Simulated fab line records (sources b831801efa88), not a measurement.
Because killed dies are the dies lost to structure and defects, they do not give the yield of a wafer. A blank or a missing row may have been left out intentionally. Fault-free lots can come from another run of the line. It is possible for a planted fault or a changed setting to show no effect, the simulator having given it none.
The tool behind it: which one? / flow sky130 / 14 lots with 42 wafers sampled at 2 steps, on a route of 708 steps

WHAT THE GAUGES READ, wafer by wafer
No reading from a measuring or inspecting step in the record can be judged against a usual standard deviation.

WHICH TOOL RAN EACH LOT (tool, then ch and the chambers of the sampled wafers, then the start)
lot=L532; SKY_LDD_N_IMPLANT_13=implanter-03 ch 0, day 18 11:58; SKY_PAD_OPEN_PROBE_99=-
lot=L533; SKY_LDD_N_IMPLANT_13=implanter-01 ch 0, day 18 12:08; SKY_PAD_OPEN_PROBE_99=-
lot=L534; SKY_LDD_N_IMPLANT_13=implanter-01 ch 0, day 18 19:28; SKY_PAD_OPEN_PROBE_99=prober-01, day 46 15:35
lot=L535; SKY_LDD_N_IMPLANT_13=implanter-01 ch 0, day 19 07:20; SKY_PAD_OPEN_PROBE_99=-
lot=L536; SKY_LDD_N_IMPLANT_13=implanter-02 ch 0, day 19 14:07; SKY_PAD_OPEN_PROBE_99=-
lot=L537; SKY_LDD_N_IMPLANT_13=implanter-01 ch 0, day 20 09:26; SKY_PAD_OPEN_PROBE_99=-
lot=L538; SKY_LDD_N_IMPLANT_13=implanter-01 ch 0, day 20 12:52; SKY_PAD_OPEN_PROBE_99=-
lot=L539; SKY_LDD_N_IMPLANT_13=implanter-01 ch 0, day 20 16:34; SKY_PAD_OPEN_PROBE_99=prober-02, day 47 20:52
lot=L540; SKY_LDD_N_IMPLANT_13=implanter-01 ch 0, day 21 02:10; SKY_PAD_OPEN_PROBE_99=-
lot=L548; SKY_LDD_N_IMPLANT_13=implanter-01 ch 0, day 24 01:04; SKY_PAD_OPEN_PROBE_99=-
lot=L549; SKY_LDD_N_IMPLANT_13=implanter-02 ch 0, day 24 09:59; SKY_PAD_OPEN_PROBE_99=-
lot=L550; SKY_LDD_N_IMPLANT_13=implanter-02 ch 0, day 24 19:05; SKY_PAD_OPEN_PROBE_99=prober-01, day 50 07:31
lot=L552; SKY_LDD_N_IMPLANT_13=implanter-01 ch 0, day 25 05:07; SKY_PAD_OPEN_PROBE_99=-
lot=L553; SKY_LDD_N_IMPLANT_13=implanter-02 ch 0, day 25 22:35; SKY_PAD_OPEN_PROBE_99=-
- SKY_LDD_N_IMPLANT_13
- SKY_PAD_OPEN_PROBE_99

AS READ BY THE TOOLS THEMSELVES (means over the sampled wafers that have a number; for cases with no such wafer, the mark the record gives instead)
SKY_LDD_N_IMPLANT_13.
lot=L532; tool=implanter-03; doseIonsCm2=5.000e+12; endStationPressureTorr (Torr)=5e-06; faradayCurrentUA=28.2
lot=L533; tool=implanter-01; doseIonsCm2=5.004e+12; endStationPressureTorr (Torr)=5e-06; faradayCurrentUA=28.1
lot=L534; tool=implanter-01; doseIonsCm2=5.004e+12; endStationPressureTorr (Torr)=5e-06; faradayCurrentUA=28.3
lot=L535; tool=implanter-01; doseIonsCm2=5.001e+12; endStationPressureTorr (Torr)=5e-06; faradayCurrentUA=28.0
lot=L536; tool=implanter-02; doseIonsCm2=5.006e+12; endStationPressureTorr (Torr)=5e-06; faradayCurrentUA=27.9
lot=L537; tool=implanter-01; doseIonsCm2=4.999e+12; endStationPressureTorr (Torr)=5e-06; faradayCurrentUA=28.8
lot=L538; tool=implanter-01; doseIonsCm2=4.997e+12; endStationPressureTorr (Torr)=5e-06; faradayCurrentUA=28.8
lot=L539; tool=implanter-01; doseIonsCm2=2.076e+12; endStationPressureTorr (Torr)=5e-06; faradayCurrentUA=11.7
lot=L540; tool=implanter-01; doseIonsCm2=2.073e+12; endStationPressureTorr (Torr)=5e-06; faradayCurrentUA=11.5
lot=L548; tool=implanter-01; doseIonsCm2=5.006e+12; endStationPressureTorr (Torr)=5e-06; faradayCurrentUA=28.3
lot=L549; tool=implanter-02; doseIonsCm2=4.998e+12; endStationPressureTorr (Torr)=5e-06; faradayCurrentUA=28.6
lot=L550; tool=implanter-02; doseIonsCm2=4.997e+12; endStationPressureTorr (Torr)=5e-06; faradayCurrentUA=28.3
lot=L552; tool=implanter-01; doseIonsCm2=5.001e+12; endStationPressureTorr (Torr)=5e-06; faradayCurrentUA=28.6
lot=L553; tool=implanter-02; doseIonsCm2=4.999e+12; endStationPressureTorr (Torr)=5e-06; faradayCurrentUA=28.2

SKY_PAD_OPEN_PROBE_99.
lot=L534 tool=prober-01 killed_at_M0_to_M3=38 killed_at_M4_up=3.7 killedAtContacts=22 killedAtFrontEnd=12 killedAtOther=0.3 killedDies=76 killedOpen=40 killedShort=36
lot=L539 tool=prober-02 killed_at_M0_to_M3=45 killed_at_M4_up=3.0 killedAtContacts=23 killedAtFrontEnd=11 killedAtOther=0.3 killedDies=83 killedOpen=45 killedShort=38
lot=L550 tool=prober-01 killed_at_M0_to_M3=46 killed_at_M4_up=3.0 killedAtContacts=19 killedAtFrontEnd=12 killedAtOther=0.3 killedDies=80 killedOpen=39 killedShort=41

THE ANSWER, worked out from the rows above alone
Rule: the usual values come from the lots themselves. The widest of any qualifying gaps counts: lots, ordered by their means at a reading, are off when they make up no more than a third of the lots, leave a main group of 4 or more, and stand apart from it by 3 or more times the standard deviation of that group's means. A main group is skipped when, at the precision printed for the reading in the tables above, its means are all equal. A lot without any number at a reading at which 4 lots or more have one is off too. Any other lot the step has rows for is counted as sound. First the gauges in route order, then the tools' own readings, where a lot's mean is used as printed above. At the first step where some lot is off, the reading lying furthest off is the one used; lots without a number count as furthest.
Off at SKY_LDD_N_IMPLANT_13 (doseIonsCm2): L539, L540. Main group: mean 5.001e+12, sd 3.1e+09.
If a tool, at that step or one of the process steps before it, ran each lot that is off and ran no sound lot following the first of them, it fits. Of those tried, none fits.

WHAT HAD BEEN PUT IN BY THE SIMULATOR
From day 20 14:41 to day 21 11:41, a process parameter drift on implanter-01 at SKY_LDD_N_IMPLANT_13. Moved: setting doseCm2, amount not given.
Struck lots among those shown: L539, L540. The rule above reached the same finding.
